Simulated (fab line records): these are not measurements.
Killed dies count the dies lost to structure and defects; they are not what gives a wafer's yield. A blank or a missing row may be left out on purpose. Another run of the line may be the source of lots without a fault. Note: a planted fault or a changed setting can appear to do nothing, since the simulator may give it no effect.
Which tool did it?    flow sky130    13 lots with 39 wafers sampled at 3 steps, on a route of 708 steps

WHAT EACH GAUGE READ, for each wafer
SKY_METAL1_OVL_MEAS_16.
lot   measured      on          METAL1_OVL (nm)
L796  day 32 12:55  overlay-01  -7 -5 0
L799  day 33 18:28  overlay-01  -4 1 1
L797  day 33 19:30  overlay-01  -5 1 1
L798  day 33 19:37  overlay-01  -3 2 -2
L800  day 34 05:56  overlay-01  -4 -4 -5
L802  day 34 16:13  overlay-02  0 -2 -3
L803  day 34 17:46  overlay-02  3 -4 0
L804  day 35 09:17  overlay-02  -1 3 -3
L813  day 38 17:25  overlay-01  -13 -11 -4
L815  day 38 19:40  overlay-02  -8 1 -6
L818  day 40 09:34  overlay-02  -2 -6 -8
L817  day 40 10:40  overlay-02  -1 -5 0
L819  day 40 12:34  overlay-02  -12 -12 -9

TOOL THAT RAN EACH LOT (tool first, then ch and the chambers of the sampled wafers, then the start)
lot   SKY_LI_CONTACT_CMP_24          SKY_CONTACT_SPUTTER_23
L796  cmp-02 ch 0,1, day 28 22:28    pvd-sputter-04, day 31 08:28
L799  cmp-01 ch 0,1, day 30 04:37    pvd-sputter-01, day 32 14:23
L797  cmp-01 ch 0,1,3, day 30 05:12  pvd-sputter-01, day 32 16:06
L798  cmp-02 ch 0,3, day 30 05:16    pvd-sputter-04, day 32 16:31
L800  cmp-02 ch 0,1,3, day 30 15:37  pvd-sputter-01, day 33 02:52
L802  cmp-01 ch 0,1,3, day 31 02:55  pvd-sputter-01, day 33 12:17
L803  cmp-01 ch 0,1,2, day 31 05:16  pvd-sputter-04, day 33 14:34
L804  cmp-02 ch 1,2,3, day 31 20:19  pvd-sputter-02, day 34 05:38
L813  cmp-02 ch 0,1,3, day 35 06:58  pvd-sputter-01, day 37 15:07
L815  cmp-02 ch 0,1,2, day 35 09:59  pvd-sputter-01, day 37 16:56
L818  cmp-01 ch 0,2,3, day 37 03:05  pvd-sputter-02, day 39 08:33
L817  cmp-02 ch 1,2,3, day 37 03:31  pvd-sputter-04, day 39 09:29
L819  cmp-02 ch 1,2,3, day 37 04:44  pvd-sputter-04, day 39 10:58
- SKY_LI_CONTACT_CMP_24: polishes, stops on PSG, t overpolish 20 s, target thk 0 nm.
- SKY_CONTACT_SPUTTER_23: material TiN, target thk 20 nm, time 80 s.

AS READ BY THE TOOLS THEMSELVES (means over the sampled wafers that have a number; for cases with no such wafer, the mark the record gives instead)
SKY_LI_CONTACT_CMP_24.
lot   tool    motor-current-A (A)  overpolish-run-s (s)  time-to-endpoint-s (s)
L796  cmp-02  11.1                 20.001                98
L799  cmp-01  9.9                  19.998                94
L797  cmp-01  11.7                 20.010                95
L798  cmp-02  11.3                 20.013                97
L800  cmp-02  11.5                 20.008                98
L802  cmp-01  11.6                 20.006                93
L803  cmp-01  11.0                 20.000                97
L804  cmp-02  12.8                 19.997                100
L813  cmp-02  11.7                 20.005                96
L815  cmp-02  11.9                 20.000                98
L818  cmp-01  12.4                 20.001                93
L817  cmp-02  12.3                 20.006                96
L819  cmp-02  12.6                 20.003                99

SKY_CONTACT_SPUTTER_23.
lot   tool            cathode-dc-power-W (W)  throttle-valve-pct (%)
L796  pvd-sputter-04  3999.7                  30.0
L799  pvd-sputter-01  4000.0                  31.4
L797  pvd-sputter-01  4000.7                  31.5
L798  pvd-sputter-04  3999.9                  30.6
L800  pvd-sputter-01  3999.7                  31.1
L802  pvd-sputter-01  4000.3                  31.4
L803  pvd-sputter-04  3999.3                  29.3
L804  pvd-sputter-02  4000.3                  31.3
L813  pvd-sputter-01  4293.3                  32.2
L815  pvd-sputter-01  4293.4                  31.1
L818  pvd-sputter-02  4000.6                  31.1
L817  pvd-sputter-04  3999.9                  29.6
L819  pvd-sputter-04  3999.5                  30.6

THE ANSWER, worked out from the rows above alone
Rule: the lots themselves supply what counts as usual. The widest of any qualifying gaps counts: lots, ordered by their means at a reading, are off when they make up no more than a third of the lots, leave a main group of 4 or more, and stand apart from it by 3 or more times the standard deviation of that group's means. The tables above print the reading to a certain number of digits; a main group whose means all agree to those digits is not used. Also off: a lot with no number at a reading for which 4 or more lots have one. Any other lot the step has rows for is counted as sound. The gauges are gone through in route order, then the tools' own readings, and for those a lot's mean is taken as printed above. The first step at which some lot is off is used, and at that step the reading that is off furthest; a lot without a number counts as furthest.
Off: L813, L815, at SKY_CONTACT_SPUTTER_23 (cathode-dc-power-W). For the main group the mean is 4000.0 W and the standard deviation 0.42.
A tool fits if, at that step or a process step before it, it ran every lot that is off, and no sound lot after the first of them. One fits: pvd-sputter-01 at SKY_CONTACT_SPUTTER_23. Its last sound lot is L802 (day 33 12:17), its first lot that is off L813 (day 37 15:07): a fault that began between those two fits.
The tool's own readings at SKY_CONTACT_SPUTTER_23 bear it out: on the lots that are off they differ by more than 5 times the standard deviation of the sound lots' means. cathode-dc-power-W reads 4293.4 W there against 4000.0 W on the sound lots.

WHAT HAD BEEN PUT IN BY THE SIMULATOR
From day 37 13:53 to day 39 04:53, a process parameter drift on pvd-sputter-01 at SKY_CONTACT_SPUTTER_23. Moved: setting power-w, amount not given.
Shown lots that were struck: L813, L815. This agrees with what the rule above found.
